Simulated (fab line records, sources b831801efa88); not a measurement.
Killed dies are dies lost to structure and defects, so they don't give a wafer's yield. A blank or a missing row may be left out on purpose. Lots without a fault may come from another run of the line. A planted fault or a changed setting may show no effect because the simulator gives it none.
fab line records | flow sky130
record lots=6 wafers=18 last_day=50
route steps=708 shown VIA4@640 METAL5@661 PASSIVATION@681 PAD_OPEN@708
lots that met no fault: from a run of the same line without faults
start_h: hours from the record's first day to the start of the lot's first wafer shown | wait_h: hours since the lot's step before | " the same as in the row above | L1.1+2: a row that stands for several wafers | - no value, or no start given | * or withheld: withheld | < > ~ a bound
route shown NAME@n: a module of which the file shows steps, and the number in the route of the first | usual: mean/standard deviation of fault-free wafers | same: alike in all rows | chamber/n: place in a boat | sites: the reading at each site | _std_site: their standard deviation | _edge_site: outer sites' mean less inner sites' | radius_mm: how far each site lies from the wafer's centre | mask NAME#n: copy n | behind: the tool/chamber that last shaped the wafer | hold: why the lot was held/for how many hours/how that ended | device: the transistor (n, p or np) that didn't switch | end of line: the same wafers' tests at the end of the route | a step without rows: its recipe alone | killed: dies lost to structure and defects at the first sort, not the wafer's yield | map: a wafer's dies, x killed, . not, _ none there
set.NAME: the setting as run; set.NAME@STEP: as run at that earlier step | model.NAME: the simulator's own value behind a step, which no gauge read
lots at some steps of the route; a table a step, a row a wafer
services: from which hour (start_h, from the record's first day; less than 0 if before it) a tool's chamber was out of use, for how many hours, and why
## steps
# step SKY_VIA4_THK_MEAS_01
# recipe reads=SiO2_of_VIA4_HDPCVD_00
# usual VIA4_HDPCVD_THK=1751/21
# columns lot.wafer tool chamber start_h wait_h VIA4_HDPCVD_THK[nm]
L234.1 film_metro-03 - 993.40 0.1 1710
L234.3 " - " " 1730
L234.5 " - " " 1756
L237.2 film_metro-02 - 1029.58 0.1 1770
L237.5 " - " " 1739
L237.6 " - " " 1731
L242.1 film_metro-01 - 1051.40 0.1 1799
L242.2 " - " " 1780
L242.6 " - " " 1793
L244.1 film_metro-01 - 1063.76 0.1 1726
L244.2 " - " " 1739
L244.3 " - " " 1719
L250.1 film_metro-03 - 1101.26 0.1 1757
L250.3 " - " " 1752
L250.6 " - " " 1745
L253.2 film_metro-03 - 1117.62 0.1 1772
L253.3 " - " " 1761
L253.6 " - " " 1760
# step SKY_VIA4_CMP_02
# recipe material=SiO2 down_force_psi=4 platen_rpm=60 pad_velocity_m_s=0.94248
# step SKY_VIA4_BOW_MEAS_03
# recipe mode=bow
# usual VIA4_BOW=80/7.9
# columns lot.wafer tool chamber start_h wait_h VIA4_BOW[um]
L234.1 film_metro-03 - 993.90 0.2 85
L234.3 " - " " 83
L234.5 " - " " 77
L237.2 film_metro-02 - 1029.95 0.2 89
L237.5 " - " " 102
L237.6 " - " " 76
L242.1 film_metro-03 - 1051.76 0.2 80
L242.2 " - " " 100
L242.6 " - " " 86
L244.1 film_metro-01 - 1064.12 0.1 83
L244.2 " - " " 82
L244.3 " - " " 77
L250.1 film_metro-02 - 1101.62 0.2 72
L250.3 " - " " 76
L250.6 " - " " 73
L253.2 film_metro-03 - 1118.00 0.2 63
L253.3 " - " " 77
L253.6 " - " " 67
# step SKY_VIA4_DEHYDRATE_04
# recipe temp_c=200 time_s=60
# step SKY_VIA4_HMDS_05
# recipe prime_time_s=60 prime_temp_c=120
# step SKY_VIA4_COAT_06
# recipe resist=NOVOLAK spin_rpm=3000 resist_thk_nm=1140
# step SKY_VIA4_SOFTBAKE_07
# recipe temp_c=90 time_s=60 resist=NOVOLAK
# step SKY_VIA4_EXPOSE_08
# recipe mask_id=VIM4 na=0.6 source_shape=conventional sigma_outer=0.6 polarization=unpolarized target_cd_nm=800 dose_mj=132
# step SKY_VIA4_PEB_09
# recipe temp_c=withheld time_s=* resist=NOVOLAK
# step SKY_VIA4_DEVELOP_10
# recipe resist=NOVOLAK developer=TMAH develop_time_s=60 dev_temp_c=23
# step SKY_VIA4_OVL_MEAS_11
# usual VIA4_OVL=-0.4/1.4
# columns lot.wafer tool chamber start_h wait_h VIA4_OVL[nm]
L234.1 overlay-02 - 1016.76 0.1 -1.1
L234.3 " - " " 1.5
L234.5 " - " " -1.6
L237.2 overlay-01 - 1052.22 0.1 -1.1
L237.5 " - " " -1.7
L237.6 " - " " -1.1
L242.1 overlay-01 - 1073.36 0.1 -1.2
L242.2 " - " " 0.6
L242.6 " - " " 2.0
L244.1 overlay-01 - 1084.66 0.1 1.9
L244.2 " - " " 3.6
L244.3 " - " " 1.2
L250.1 overlay-01 - 1121.74 0.1 -2.0
L250.3 " - " " 0.1
L250.6 " - " " -1.5
L253.2 overlay-02 - 1136.92 0.1 -2.3
L253.3 " - " " -2.0
L253.6 " - " " -1.1
# step SKY_VIA4_ETCH_12
# recipe target=SiO2 chemistry=C4F8/O2/Ar stop_on=TiN mask_material=NOVOLAK source_w=1500 bias_w=1200 pressure_mtorr=40 c4f8_flow_sccm=withheld O2_flow_sccm=6 Ar_flow_sccm=300 time_s=withheld target_depth_a=5800
# usual oes_product_au=0.925/0.0046
# columns lot.wafer tool chamber start_h wait_h oes_product_au
L234.1 rie_diel-04 1 1016.80 0.0 0.927
L234.3 " 2 " " 0.927
L234.5 " 3 " " 0.924
L237.2 rie_diel-02 2 1052.25 0.0 0.930
L237.5 " 2 " " 0.924
L237.6 " 3 " " 0.922
L242.1 rie_diel-04 3 1073.40 0.0 0.919
L242.2 " 1 " " 0.919
L242.6 " 3 " " 0.922
L244.1 rie_diel-03 3 1084.70 0.0 0.921
L244.2 " 2 " " 0.924
L244.3 " 1 " " 0.919
L250.1 rie_diel-02 2 1121.78 0.0 0.921
L250.3 " 0 " " 0.929
L250.6 " 0 " " 0.926
L253.2 rie_diel-03 2 1136.95 0.0 0.924
L253.3 " 0 " " 0.922
L253.6 " 3 " " 0.919
# step SKY_VIA4_STRIP_13
# recipe chemistry=O2/N2 power_w=1400 pressure_mtorr=1500 platen_temp_c=withheld o2_flow_sccm=3000 n2_flow_sccm=300 overash_fraction=0.5
# usual drypump_motor_current_A=5.6/0.62 oes_product_au=0.710/0.0043 strip_time_to_endpoint_s=12.799/0.03
# columns lot.wafer tool chamber start_h wait_h drypump_motor_current_A oes_product_au rf_hours_counter_h strip_time_to_endpoint_s
L234.1 plasma_asher-01 1 1016.87 - 5.0 0.717 49 12.797
L234.3 " 0 " " 4.8 0.711 - 12.815
L234.5 " 0 " " 4.8 0.713 - 12.825
L237.2 plasma_asher-03 1 1052.32 - 6.0 0.706 127 12.832
L237.5 " 0 " " 6.0 0.705 - 12.770
L237.6 " 1 " " 6.0 0.715 - 12.807
L242.1 plasma_asher-01 1 1073.47 - 5.0 0.716 55 12.831
L242.2 " 0 " " 4.8 0.709 55 12.836
L242.6 " 1 " " 5.0 0.706 - 12.767
L244.1 plasma_asher-02 1 1084.77 - 6.4 0.708 36 12.800
L244.2 " 0 " " 5.8 0.705 36 12.815
L244.3 " 1 " " 6.4 0.723 - 12.778
L250.1 plasma_asher-02 1 1121.85 - 6.5 0.711 39 12.771
L250.3 " 1 " " 6.4 0.709 - 12.810
L250.6 " 0 " " 5.8 0.707 - 12.796
L253.2 plasma_asher-02 1 1137.02 - 6.5 0.705 40 12.787
L253.3 " 0 " " 5.8 0.707 - 12.782
L253.6 " 1 " " 6.5 0.709 - 12.798
# step SKY_VIA4_STRIP_14
# recipe chemistry=post_etch_residue_remover time_s=1200 temp_c=72.5
# step SKY_VIA4_CLEAN_15
# recipe chemistry=IPA time_s=180 temp_c=25
# step SKY_VIA4_CLEAN_16
# recipe chemistry=O3/DIW dry=n2_spin
# step SKY_VIA4_SPUTTER_17
# recipe material=TiN target_thk_nm=20 chamber_pressure_pa=5 power_w=4000 time_s=80
# step SKY_VIA4_CVD_18
# recipe material=W target_thk_nm=505 time_s=152.14 temp_c=400 pressure_torr=40
# usual heater_power_w=831/34 susceptor_temp_C=400.00/0.23
# same time_s=152.14
# columns lot.wafer tool chamber start_h wait_h heater_power_w susceptor_temp_C
L234.1 cvd_w-01 0 1017.53 0.0 869 399.75
L234.3 " 0 " " 886 399.99
L234.5 " 0 " " 871 400.03
L237.2 cvd_w-02 1 1052.98 0.0 791 400.18
L237.5 " 0 " " 822 399.75
L237.6 " 1 " " 808 399.88
L242.1 cvd_w-01 1 1074.16 0.0 808 399.90
L242.2 " 0 " " 850 399.77
L242.6 " 0 " " 887 399.74
L244.1 cvd_w-01 1 1085.42 0.0 796 400.34
L244.2 " 0 " " 883 399.97
L244.3 " 0 " " 862 399.82
L250.1 cvd_w-02 1 1122.59 0.0 787 399.99
L250.3 " 1 " " 801 399.87
L250.6 " 1 " " 800 400.19
L253.2 cvd_w-01 1 1137.68 0.0 787 400.46
L253.3 " 0 " " 897 400.32
L253.6 " 0 " " 882 399.94
# step SKY_VIA4_RS_MEAS_19
# recipe thk_meas_gauge=four-point-probe reads=W_of_VIA4_CVD_18+TiN_of_VIA4_SPUTTER_17
# usual VIA4_W_RS=0.2247/0.0023
# columns lot.wafer tool chamber start_h wait_h VIA4_W_RS[ohm/sq]
L234.1 film_metro-02 - 1017.68 0.1 0.2214
L234.3 " - " " 0.2201
L234.5 " - " " 0.2222
L237.2 film_metro-02 - 1053.15 0.1 0.2233
L237.5 " - " " 0.2238
L237.6 " - " " 0.2215
L242.1 film_metro-03 - 1074.31 0.1 0.2282
L242.2 " - " " 0.2268
L242.6 " - " " 0.2251
L244.1 film_metro-01 - 1085.57 0.1 0.2253
L244.2 " - " " 0.2221
L244.3 " - " " 0.2213
L250.1 film_metro-02 - 1122.74 0.1 0.2259
L250.3 " - " " 0.2242
L250.6 " - " " 0.2236
L253.2 film_metro-01 - 1137.85 0.1 0.2218
L253.3 " - " " 0.2204
L253.6 " - " " 0.2198
# step SKY_VIA4_THK_MEAS_20
# recipe thk_meas_gauge=xrf reads=W_of_VIA4_CVD_18
# usual VIA4_W_THK=526/6.8
# columns lot.wafer tool chamber start_h wait_h VIA4_W_THK[nm]
L234.1 film_metro-02 - 1017.80 0.1 533
L234.3 " - " " 533
L234.5 " - " " 531
L237.2 film_metro-02 - 1053.26 0.1 522
L237.5 " - " " 519
L237.6 " - " " 532
L242.1 film_metro-03 - 1074.43 0.1 519
L242.2 " - " " 522
L242.6 " - " " 523
L244.1 film_metro-01 - 1085.69 0.1 526
L244.2 " - " " 534
L244.3 " - " " 535
L250.1 film_metro-02 - 1122.86 0.1 524
L250.3 " - " " 526
L250.6 " - " " 528
L253.2 film_metro-01 - 1137.96 0.1 536
L253.3 " - " " 541
L253.6 " - " " 540
# step SKY_VIA4_CMP_21
# recipe stop_on=SiO2 t_overpolish_s=25 down_force_psi=3.5 platen_rpm=60 target_thk_nm=0 pad_velocity_m_s=0.94248
# step SKY_METAL5_SPUTTER_00
# recipe material=Ti target_thk_nm=15 power_w=3000 time_s=10 chamber_pressure_pa=0.4
# step SKY_METAL5_SPUTTER_01
# recipe material=TiN target_thk_nm=20 power_w=6500 time_s=16.7 chamber_pressure_pa=0.4
# usual throttle_valve_pct=30.2/0.82
# same time_s=16.7
# columns lot.wafer tool chamber start_h wait_h throttle_valve_pct
L234.1 pvd_sputter-01 - 1018.28 0.0 31.2
L234.3 " - " " 29.2
L234.5 " - " " 30.2
L237.2 pvd_sputter-03 - 1053.84 0.0 30.0
L237.5 " - " " 30.2
L237.6 " - " " 30.0
L242.1 pvd_sputter-03 - 1074.85 0.0 29.7
L242.2 " - " " 30.4
L242.6 " - " " 30.5
L244.1 pvd_sputter-01 - 1086.08 0.0 29.9
L244.2 " - " " 29.4
L244.3 " - " " 31.6
L250.1 pvd_sputter-03 - 1123.24 0.0 30.1
L250.3 " - " " 31.5
L250.6 " - " " 29.7
L253.2 pvd_sputter-03 - 1138.39 0.0 30.2
L253.3 " - " " 30.4
L253.6 " - " " 29.6
# step SKY_METAL5_SPUTTER_02
# recipe material=AlCu target_thk_nm=1150 power_w=10600 time_s=61.2 chamber_pressure_pa=0.4076
# step SKY_METAL5_SPUTTER_03
# recipe material=Ti target_thk_nm=5 power_w=3000 time_s=3.3 chamber_pressure_pa=0.4
# step SKY_METAL5_SPUTTER_04
# recipe material=TiN target_thk_nm=70 power_w=6500 time_s=58.3 chamber_pressure_pa=0.4
# usual throttle_valve_pct=30.2/0.83
# same time_s=58.3
# columns lot.wafer tool chamber start_h wait_h throttle_valve_pct
L234.1 pvd_sputter-01 - 1018.38 0.0 31.4
L234.3 " - " " 29.1
L234.5 " - " " 30.3
L237.2 pvd_sputter-03 - 1053.94 0.0 30.1
L237.5 " - " " 30.6
L237.6 " - " " 29.8
L242.1 pvd_sputter-03 - 1074.95 0.0 29.9
L242.2 " - " " 30.6
L242.6 " - " " 30.4
L244.1 pvd_sputter-01 - 1086.17 0.0 30.5
L244.2 " - " " 29.1
L244.3 " - " " 31.4
L250.1 pvd_sputter-03 - 1123.34 0.0 30.3
L250.3 " - " " 31.3
L250.6 " - " " 30.1
L253.2 pvd_sputter-03 - 1138.48 0.0 30.1
L253.3 " - " " 30.2
L253.6 " - " " 30.1
# step SKY_METAL5_RS_MEAS_05
# recipe thk_meas_gauge=four-point-probe reads=TiN_of_METAL5_SPUTTER_04+Ti_of_METAL5_SPUTTER_03+AlCu_of_METAL5_SPUTTER_02+TiN_of_METAL5_SPUTTER_01+Ti_of_METAL5_SPUTTER_00
# usual METAL5_ALCU_RS=0.02711/0.00029
# columns lot.wafer tool chamber start_h wait_h METAL5_ALCU_RS[ohm/sq]
L234.1 film_metro-03 - 1018.42 0.0 0.02725
L234.3 " - " " 0.02761
L234.5 " - " " 0.02738
L237.2 film_metro-01 - 1054.01 0.0 0.02743
L237.5 " - " " 0.02721
L237.6 " - " " 0.02756
L242.1 film_metro-03 - 1075.00 0.0 0.02733
L242.2 " - " " 0.02698
L242.6 " - " " 0.02702
L244.1 film_metro-03 - 1086.22 0.0 0.02691
L244.2 " - " " 0.02709
L244.3 " - " " 0.02688
L250.1 film_metro-04 - 1123.38 0.0 0.02717
L250.3 " - " " 0.02729
L250.6 " - " " 0.02699
L253.2 film_metro-04 - 1138.55 0.0 0.02669
L253.3 " - " " 0.02679
L253.6 " - " " 0.02693
# step SKY_METAL5_THK_MEAS_06
# recipe thk_meas_gauge=xrf reads=AlCu_of_METAL5_SPUTTER_02
# usual METAL5_ALCU_THK=1178/15
# columns lot.wafer tool chamber start_h wait_h METAL5_ALCU_THK[nm]
L234.1 film_metro-03 - 1018.54 0.1 1178
L234.3 " - " " 1165
L234.5 " - " " 1159
L237.2 film_metro-01 - 1054.12 0.1 1164
L237.5 " - " " 1172
L237.6 " - " " 1149
L242.1 film_metro-03 - 1075.12 0.1 1156
L242.2 " - " " 1175
L242.6 " - " " 1169
L244.1 film_metro-03 - 1086.34 0.1 1184
L244.2 " - " " 1180
L244.3 " - " " 1185
L250.1 film_metro-04 - 1123.50 0.1 1186
L250.3 " - " " 1180
L250.6 " - " " 1187
L253.2 film_metro-04 - 1138.66 0.1 1205
L253.3 " - " " 1195
L253.6 " - " " 1189
# step SKY_METAL5_DEHYDRATE_07
# recipe temp_c=200 time_s=60
# step SKY_METAL5_HMDS_08
# recipe prime_time_s=60 prime_temp_c=120
# step SKY_METAL5_COAT_09
# recipe resist=NOVOLAK spin_rpm=3000 resist_thk_nm=1800
# step SKY_METAL5_SOFTBAKE_10
# recipe temp_c=90 time_s=60 resist=NOVOLAK
# step SKY_METAL5_EXPOSE_11
# recipe mask_id=MM5 na=0.6 source_shape=conventional sigma_outer=0.6 polarization=unpolarized target_cd_nm=1600 dose_mj=190
# step SKY_METAL5_PEB_12
# recipe temp_c=withheld time_s=* resist=NOVOLAK
# step SKY_METAL5_DEVELOP_13
# recipe resist=NOVOLAK developer=TMAH develop_time_s=60 dev_temp_c=23
# step SKY_METAL5_DESCUM_14
# recipe chemistry=O2 source_power_w=150 bias_power_w=0 pressure_mtorr=10 temp_c=40 time_s=11
# usual drypump_motor_current_A=5.7/0.34 oes_product_au=1.000/0.0094
# same time_s=11
# columns lot.wafer tool chamber start_h wait_h drypump_motor_current_A oes_product_au rf_hours_counter_h
L234.1 rie_metal-03 1 1041.24 0.1 5.6 1.016 16
L234.3 " 1 " " 5.6 1.015 -
L234.5 " 1 " " 5.6 1.001 -
L237.2 rie_metal-03 1 1075.41 0.1 5.6 1.007 19
L237.5 " 1 " " 5.6 1.012 -
L237.6 " 0 " " 5.6 0.986 -
L242.1 rie_metal-04 0 1095.56 0.1 6.2 0.998 17
L242.2 " 1 " " 5.5 0.998 2
L242.6 " 0 " " 6.1 0.994 -
L244.1 rie_metal-01 0 1107.21 0.1 5.1 1.009 14
L244.2 " 1 " " 5.2 1.015 19
L244.3 " 1 " " 5.3 1.019 -
L250.1 rie_metal-03 0 1141.92 0.1 5.6 1.003 22
L250.3 " 1 " " 5.6 0.998 -
L250.6 " 0 " " 5.6 1.008 -
L253.2 rie_metal-03 0 1156.49 0.1 5.6 1.005 23
L253.3 " 0 " " 5.6 0.989 -
L253.6 " 1 " " 5.6 1.008 -
# step SKY_METAL5_METAL_ETCH_15
# recipe target_depth_a=12600 stop_on=SiO2 over_etch_frac=0.2 time_s=252 chemistry=Cl2/BCl3 resist_sidewall_deg=86 pressure_mtorr=10 icp_w=900 bias_w=48.5 Cl2_flow_sccm=60 bcl3_flow_sccm=30
# step SKY_METAL5_STRIP_16
# recipe chemistry=O2/N2 power_w=1400 pressure_mtorr=1500 platen_temp_c=withheld o2_flow_sccm=3000 n2_flow_sccm=300 overash_fraction=0.5
# step SKY_METAL5_STRIP_17
# recipe chemistry=post_etch_residue_remover time_s=1200 temp_c=72.5
# step SKY_METAL5_CLEAN_18
# recipe chemistry=IPA time_s=180 temp_c=25
# step SKY_METAL5_CLEAN_19
# recipe chemistry=O3/DIW dry=n2_spin
# step SKY_PASSIVATION_CVD_00
# recipe material=SiO2 target_thk_nm=90 temp_c=400 time_s=withheld rf_w=600
# step SKY_PAD_OPEN_PROBE_99
# usual defect_limited_yield=82.6/2.1 killed_at_M0_to_M3=42/7.6 killed_at_M4_up=3.4/2 killed_at_contacts=24/5.9 killed_at_front_end=16/4.5 killed_at_other=0.4/0.58 killed_dies=86/10 killed_open=47/7.6 killed_short=39/6.7 sort_bin_3_pad_short=0.9/0.42 sort_bin_5_function=10.3/1.7 sort_bin_6_memory=6.2/1.2 sort_n_pass=406/10 sort_yield_pct=82.6/2.1
# same gross_dies=492 killed_at_back_side=0 sort_bin_4_leakage[%]=0 sort_bin_8_speed[%]=0
# columns lot.wafer tool chamber start_h wait_h defect_limited_yield[%] killed_at_M0_to_M3 killed_at_M4_up killed_at_contacts killed_at_front_end killed_at_other killed_dies killed_open killed_short sort_bin_3_pad_short[%] sort_bin_5_function[%] sort_bin_6_memory[%] sort_n_pass sort_yield_pct[%] model.etest.tester.sort_n_pass model.etest.tester.sort_yield_pct model.etest.tester.sort_bin_5_pct model.etest.tester.sort_bin_3_pct
L234.1 prober-02 - 1087.28 0.1 80.5 50 3 17 25 1 96 44 49 0.8 12.4 6.3 396 80.5 396 80.49 12.4 0.813
L234.3 prober-02 - 1087.38 0.2 82.1 33 2 36 17 0 88 54 33 1.0 9.3 7.5 404 82.1 404 82.11 9.35 1.016
L234.5 prober-02 - 1087.48 0.2 80.7 50 4 24 17 0 95 53 40 0.6 14.4 4.3 397 80.7 397 80.69 14.43 0.6098
L237.2 prober-02 - 1119.67 0.1 84.1 34 4 20 19 1 78 48 30 0.4 10.0 5.5 414 84.1 414 84.15 9.959 0.4065
L237.5 prober-02 - 1119.82 0.2 81.7 46 3 24 17 0 90 49 41 1.0 10.0 7.3 402 81.7 402 81.71 9.959 1.016
L237.6 prober-02 - 1119.87 0.2 83.9 36 4 27 12 0 79 41 38 1.4 8.7 5.9 413 83.9 413 83.94 8.74 1.423
L242.1 prober-02 - 1137.53 0.1 83.5 30 1 27 22 1 81 42 39 1.0 10.4 5.1 411 83.5 411 83.54 10.37 1.016
L242.2 prober-02 - 1137.58 0.1 83.3 47 3 22 9 1 82 42 40 0.8 9.8 6.1 410 83.3 410 83.33 9.756 0.813
L242.6 prober-02 - 1137.78 0.2 83.1 44 3 22 14 0 83 46 35 0.6 10.2 6.1 409 83.1 409 83.13 10.16 0.6098
L244.1 prober-02 - 1149.29 0.1 81.9 46 3 26 13 1 89 58 31 1.0 9.3 7.7 403 81.9 403 81.91 9.35 1.016
L244.2 prober-02 - 1149.34 0.1 83.5 34 2 25 20 0 81 49 32 0.6 10.6 5.3 411 83.5 411 83.54 10.57 0.6098
L244.3 prober-02 - 1149.39 0.2 81.5 49 5 23 14 0 91 46 45 0.6 11.6 6.3 401 81.5 401 81.5 11.59 0.6098
L250.1 prober-02 - 1179.83 0.1 80.9 42 6 31 15 0 94 55 39 0.4 11.8 6.9 398 80.9 398 80.89 11.79 0.4065
L250.3 prober-02 - 1179.93 0.2 81.7 48 1 18 23 0 90 52 38 0.8 9.6 7.9 402 81.7 402 81.71 9.553 0.813
L250.6 prober-02 - 1180.08 0.2 78.0 37 31 27 13 0 108 37 42 2.6 12.6 6.7 384 78.0 384 78.05 12.6 2.642
L253.2 prober-02 - 1193.63 0.1 82.1 48 0 28 12 0 88 47 41 0.4 11.8 5.7 404 82.1 404 82.11 11.79 0.4065
L253.3 prober-02 - 1193.68 0.2 78.3 47 28 16 16 0 107 41 43 1.8 13.2 6.7 385 78.3 385 78.25 13.21 1.829
L253.6 prober-02 - 1193.83 0.2 81.9 40 5 22 22 0 89 49 40 0.6 11.8 5.7 403 81.9 403 81.91 11.79 0.6098
# killed by level:class
L234.1 VIA1:geometric_particle:open=12 FIELD_ISO:geometric_particle:short=7 METAL2:geometric_particle:short=7 VIA2:geometric_particle:open=6 LOCAL_INTERCONNECT:geometric_particle:short=5 CONTACT:geometric_particle:open=5 METAL1:geometric_particle:short=5 VIA3:geometric_particle:short=5
L234.3 CONTACT:geometric_particle:open=19 VIA1:geometric_particle:open=9 LI_CONTACT:geometric_particle:open=7 FIELD_ISO:geometric_particle:short=5 VIA3:geometric_particle:short=5 FIELD_ISO:geometric_particle:open=4 LI_CONTACT:geometric_particle:short=4 LOCAL_INTERCONNECT:geometric_particle:short=3
L234.5 VIA1:geometric_particle:open=14 CONTACT:geometric_particle:open=7 CONTACT:geometric_particle:short=6 POLY_GATE:geometric_particle:short=6 LI_CONTACT:geometric_particle:open=6 VIA3:geometric_particle:open=6 METAL1:geometric_particle:short=5 VIA1:geometric_particle:short=5
L237.2 CONTACT:geometric_particle:open=9 VIA1:geometric_particle:open=9 POLY_GATE:geometric_particle:open=8 VIA3:geometric_particle:open=7 FIELD_ISO:geometric_particle:open=6 CONTACT:geometric_particle:short=6 METAL4:geometric_particle:short=4 METAL1:geometric_particle:short=4
L237.5 VIA1:geometric_particle:open=12 VIA2:geometric_particle:open=11 CONTACT:geometric_particle:open=7 CONTACT:geometric_particle:short=6 METAL2:geometric_particle:short=6 FIELD_ISO:geometric_particle:open=5 VIA2:geometric_particle:short=5 LI_CONTACT:geometric_particle:open=5
L237.6 CONTACT:geometric_particle:open=13 METAL2:geometric_particle:short=7 VIA1:geometric_particle:open=7 LI_CONTACT:geometric_particle:open=6 POLY_GATE:geometric_particle:short=5 VIA1:geometric_particle:short=5 CONTACT:geometric_particle:short=4 FIELD_ISO:geometric_particle:open=3
L242.1 CONTACT:geometric_particle:open=11 POLY_GATE:geometric_particle:short=7 VIA3:geometric_particle:open=7 LI_CONTACT:geometric_particle:open=6 VIA1:geometric_particle:open=6 FIELD_ISO:geometric_particle:short=5 FIELD_ISO:geometric_particle:open=5 METAL2:geometric_particle:short=5
L242.2 VIA1:geometric_particle:open=9 CONTACT:geometric_particle:open=8 LOCAL_INTERCONNECT:geometric_particle:short=7 METAL2:geometric_particle:short=6 LI_CONTACT:geometric_particle:open=6 METAL1:geometric_particle:short=6 VIA2:geometric_particle:open=6 VIA1:geometric_particle:short=4
L242.6 VIA1:geometric_particle:open=13 VIA2:geometric_particle:open=7 METAL2:geometric_particle:short=7 FIELD_ISO:geometric_particle:open=5 POLY_GATE:geometric_particle:open=5 CONTACT:geometric_particle:short=5 CONTACT:geometric_particle:open=5 VIA1:geometric_particle:short=5
L244.1 VIA1:geometric_particle:open=14 CONTACT:geometric_particle:open=10 VIA2:geometric_particle:open=8 LI_CONTACT:geometric_particle:open=5 VIA1:geometric_particle:short=5 VIA3:geometric_particle:short=5 POLY_GATE:geometric_particle:open=4 CONTACT:geometric_particle:short=4
L244.2 LI_CONTACT:geometric_particle:open=10 CONTACT:geometric_particle:open=10 VIA1:geometric_particle:open=7 VIA3:geometric_particle:open=6 FIELD_ISO:geometric_particle:short=5 POLY_GATE:geometric_particle:short=5 VIA1:geometric_particle:short=5 VIA2:geometric_particle:open=4
L244.3 VIA1:geometric_particle:open=10 CONTACT:geometric_particle:open=10 METAL2:geometric_particle:short=10 VIA3:geometric_particle:open=7 VIA2:geometric_particle:open=7 FIELD_ISO:geometric_particle:short=4 CONTACT:geometric_particle:short=4 VIA1:geometric_particle:short=4
L250.1 CONTACT:geometric_particle:open=10 VIA1:geometric_particle:open=9 VIA2:geometric_particle:open=9 POLY_GATE:geometric_particle:open=7 LI_CONTACT:geometric_particle:open=7 VIA3:geometric_particle:open=7 METAL4:geometric_particle:short=6 LOCAL_INTERCONNECT:geometric_particle:short=6
L250.3 VIA1:geometric_particle:open=10 FIELD_ISO:geometric_particle:short=9 VIA3:geometric_particle:open=9 FIELD_ISO:geometric_particle:open=7 CONTACT:geometric_particle:open=7 LI_CONTACT:geometric_particle:open=6 METAL2:geometric_particle:short=6 VIA2:geometric_particle:open=5
L250.6 VIA4:unspecified=29 CONTACT:geometric_particle:open=9 CONTACT:geometric_particle:short=7 VIA1:geometric_particle:open=7 VIA2:geometric_particle:open=7 LI_CONTACT:geometric_particle:open=6 METAL2:geometric_particle:short=6 METAL1:geometric_particle:short=5
L253.2 LI_CONTACT:geometric_particle:open=12 VIA1:geometric_particle:open=11 METAL1:geometric_particle:short=11 VIA3:geometric_particle:open=8 LOCAL_INTERCONNECT:geometric_particle:short=5 VIA1:geometric_particle:short=5 FIELD_ISO:geometric_particle:open=4 POLY_GATE:geometric_particle:short=4
L253.3 VIA4:unspecified=23 CONTACT:geometric_particle:open=10 VIA1:geometric_particle:open=10 VIA3:geometric_particle:open=9 FIELD_ISO:geometric_particle:short=7 METAL1:geometric_particle:short=7 METAL2:geometric_particle:short=7 VIA3:geometric_particle:short=4
L253.6 VIA1:geometric_particle:open=11 LI_CONTACT:geometric_particle:open=10 METAL1:geometric_particle:short=9 FIELD_ISO:geometric_particle:short=7 VIA3:geometric_particle:open=7 CONTACT:geometric_particle:open=6 METAL2:geometric_particle:short=6 POLY_GATE:geometric_particle:open=5
# map L250.6 (x killed, . not)
__________....xxxxxx_________
________.x.....xxxxxxx_______
______......xx..xxxxxxxx_____
_____xx...x.....xxxxxxxxx____
____....xxxx..x......xx..x___
___xx.x....x.x.....x.......__
__.....................x...._
_.............x.....x..x.....
_.....x....x.....x....x..xx..
_...x..........x.x...........
_............x............xx.
_...x....x.x..x..........x...
_.........x..x......x...x..x.
_......x..xx...x.x...........
_x..x.............x........x.
__..x...x.xx......x..x.x...x_
___x............x...x......__
____...............xx.....___
_____...x.....x.........x____
______..............x..x_____
________.xx..........x_______
__________.....x.x.._________
# map L253.3 (x killed, . not)
__________.....xxxxx_________
________....x..xxxxxxx_______
______........xxxxxxxxxx_____
_____.........x....x.x.xx____
____........x...x.x.x.....___
___x..xx.............x.....__
__......x.....x...x..x......_
_....x.x..xx.......x.........
_........................x...
_...........xx....x....x...xx
_.......x...x.x.....x.......x
_x......x..............xxx...
_xx.................xx.x.....
_.x........x.xx.............x
_...xx......x...........xx...
__.......x...x...x.x.x...x.._
___.xx....x...x......x.....__
____...........x.x.x.....x___
_____................xx..____
______.x....x.xxx....x.._____
________.x....x....x.._______
__________...xx.xx.._________
## services
# columns tool chamber start_h hours kind
rie_metal-01 - 994.03 2.8 pm
plasma_asher-03 - 996.05 0.3 repair
rie_metal-01 0 1018.13 6.6 repair
rie_metal-04 - 1028.83 5.8 repair
plasma_asher-03 - 1055.05 14.6 pm
rie_metal-01 0 1059.14 10.0 repair
pvd_sputter-01 - 1060.07 2.2 repair
pvd_sputter-03 2 1062.02 - consumable_replace:kit
pvd_sputter-03 2 1062.02 18.0 scheduled_down
pvd_sputter-03 2 1062.02 18.0 vent_cycle
plasma_asher-03 - 1069.65 9.0 pm
rie_diel-03 - 1072.41 2.8 pm
rie_diel-04 0 1074.27 4.7 repair
pvd_sputter-01 2 1087.78 - consumable_replace:kit
pvd_sputter-01 2 1087.78 18.0 scheduled_down
pvd_sputter-01 2 1087.78 18.0 vent_cycle
rie_diel-04 - 1095.60 0.4 repair
rie_diel-02 3 1101.91 6.8 repair
plasma_asher-03 - 1109.08 2.8 pm
plasma_asher-02 - 1126.26 1.7 repair
rie_diel-04 3 1144.61 15.2 repair
pvd_sputter-03 1 1151.80 - consumable_replace:kit
pvd_sputter-03 1 1151.80 18.0 scheduled_down
pvd_sputter-03 1 1151.80 18.0 vent_cycle
## key
first_sign step=SKY_PAD_OPEN_PROBE_99 reading=killed_at_M4_up direction=up sigmas=13 usual=3.4 struck=29.5
effect none on later readings
model_effect step=SKY_PAD_OPEN_PROBE_99 value=etest.tester.sort_n_pass without=407 struck=384.5
met_at SKY_VIA4_STRIP_13
struck_wafers L250.6,L253.3
onset_between 1084.77 1121.85
fault kind=chamber_particle_source tool=plasma_asher-02 chamber=0 onset_h=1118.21 steps=SKY_VIA4_STRIP_13 rate_per_visit_cm2=0.81637 end_h=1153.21
